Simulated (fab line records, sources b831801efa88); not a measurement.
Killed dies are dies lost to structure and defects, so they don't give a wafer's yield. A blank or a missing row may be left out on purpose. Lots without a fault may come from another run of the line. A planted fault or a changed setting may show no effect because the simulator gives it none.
Chamber matching | flow sky130 | SKY_VIA3_CMP_24 on cmp-01: 4 sister chambers
The step polishes, stops on SiO2, t overpolish 20 s, target thk 0 nm. 4 wafers are shown with their chamber, then 12 later ones without.

WAFERS WITH THEIR CHAMBER
wafer  | chamber | motor_current_A (A)
L088.5 | 1       | 10.9
L089.3 | 2       | 9.4
L089.4 | 3       | 9.1
L089.6 | 0       | 9.8

WAFERS WITHOUT THEIR CHAMBER
wafer  | motor_current_A (A)
L091.1 | 10.3
L091.3 | 10.8
L091.6 | 9.9
L090.1 | 9.8
L090.3 | 10.0
L090.6 | 10.6
L096.3 | 9.9
L096.4 | 9.7
L096.5 | 10.1
L097.1 | 9.4
L097.3 | 10.1
L097.5 | 9.9

WHICH CHAMBER EACH WENT THROUGH
wafer  | from the rows above          | in truth
L091.1 | can't be placed: 0 or 1 or 2 | 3
L091.3 | 1                            | 1
L091.6 | can't be placed: 0 or 2      | 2
L090.1 | can't be placed: 0 or 2      | 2
L090.3 | can't be placed: 0 or 2      | 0
L090.6 | 1                            | 1
L096.3 | can't be placed: 0 or 2      | 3
L096.4 | can't be placed: 0 or 2      | 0
L096.5 | can't be placed: 0 or 2      | 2
L097.1 | can't be placed: 2 or 3 or 0 | 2
L097.3 | can't be placed: 0 or 2      | 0
L097.5 | can't be placed: 0 or 2      | 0
Placed correctly: 2 of 12. Can't be placed from these rows: 10 (the true chamber is among the candidates in 8). Placed wrongly: 0.
How it was worked out, from the rows above alone: a wafer's distance from a chamber is the root of the sum, over the readings, of the square of ((its reading less the chamber's mean) divided by the reading's scatter). The wafer belongs to the nearest chamber; if the next one is less than 2 further off, it can't be placed. A chamber's mean is the mean of its shown wafers. The scatter: with one shown wafer a chamber, the root of the mean of the squares of how far each hidden wafer lies from its nearest shown one.
